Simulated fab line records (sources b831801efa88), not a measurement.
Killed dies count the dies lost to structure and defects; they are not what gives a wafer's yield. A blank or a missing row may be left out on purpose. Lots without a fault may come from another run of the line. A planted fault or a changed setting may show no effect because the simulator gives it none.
A lot that was struck, set against a sound lot ; flow gf180mcu ; 14 out of 602 route steps
Sound: the wafers L878.1, L878.2, L878.5. Wafers struck: L870.2, L870.4, L870.5. Last of all comes the cause.
For every step that has rows: the tool of each side, followed by ch and its chambers, followed by its first start. Under that, the readings that differ: sound wafers ; struck wafers ; difference of the means ; sigmas: that difference in standard deviations of wafers without a fault.
alike: words and numbers the same on both sides, and readings whose means are apart by under 2 such deviations; not compared: readings that were withheld, readings missing a value for some wafer, numbers with overlapping values and no deviation given by the record, and bounds like >300 which may hide the same value.
Wherever a step has rows on one side only, a row that says differs or no value, or a row with sigmas, the two part there. When numbers do not overlap yet have no deviation, they are printed without sigmas and do not part them. A reading that every wafer of one side lacks parts them only if that side has two wafers or more.

GF_M3_SPUTTER_00: material Ti, target thk 37.5 nm, time 150 s.
  sound: pvd_sputter-02 at day 26 11:12; struck: pvd_sputter-01 at day 24 15:54
  alike: throttle_valve_pct
GF_M3_SPUTTER_01: material TiN, target thk 30 nm, time 25 s.
  sound: pvd_sputter-02 at day 26 11:18; struck: pvd_sputter-01 at day 24 16:00
  alike: throttle_valve_pct
GF_M3_SPUTTER_02: material AlCu, target thk 450 nm, time 23.9 s.
  sound: pvd_sputter-02 at day 26 11:20; struck: pvd_sputter-01 at day 24 16:02
  alike: throttle_valve_pct
GF_M3_SPUTTER_03: material Ti, target thk 10 nm, time 6.7 s.
  sound: pvd_sputter-02 at day 26 11:22; struck: pvd_sputter-01 at day 24 16:04
  alike: throttle_valve_pct
GF_M3_SPUTTER_04: material TiN, target thk 50 nm, time 41.7 s.
  sound: pvd_sputter-02 at day 26 11:23; struck: pvd_sputter-01 at day 24 16:05
  alike: throttle_valve_pct
GF_M3_RS_MEAS_05: uses a four-point probe to measure.
  sound: film_metro-02 at day 26 11:25; struck: film_metro-03 at day 24 16:08
  alike: M3_ALCU_RS
GF_M3_THK_MEAS_06: measures by xrf.
  sound: film_metro-02 at day 26 11:32; struck: film_metro-03 at day 24 16:15
  alike: M3_ALCU_THK
then, 5 steps without rows for these wafers: GF_M3_DEHYDRATE_07 (time 60 s); GF_M3_HMDS_08 (prime time 60 s); GF_M3_COAT_09 (resist thk 1000 nm); GF_M3_SOFTBAKE_10 (time 60 s); GF_M3_EXPOSE_11 (exposes mask Metal3, target cd 280 nm).
GF_M3_PEB_12: peb time 90 s.
  sound on litho_track-02 ch 0, day 27 07:42; struck on litho_track-02, day 25 13:53
  no value came back on the struck wafers for chill_plate_temp_C (C), exhaust_pa (Pa); on the sound wafers chill_plate_temp_C (C) reads 23.18 22.97 23.04
then, 1 step without rows for these wafers: GF_M3_DEVELOP_13 (develop time 60 s).

WHERE THEY PART
GF_M3_PEB_12 only, going by this record.

WHY: what had been put in by the simulator
Skipped step whole: litho_track-02, from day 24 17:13 on, at GF_M3_PEB_12. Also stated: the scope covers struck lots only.
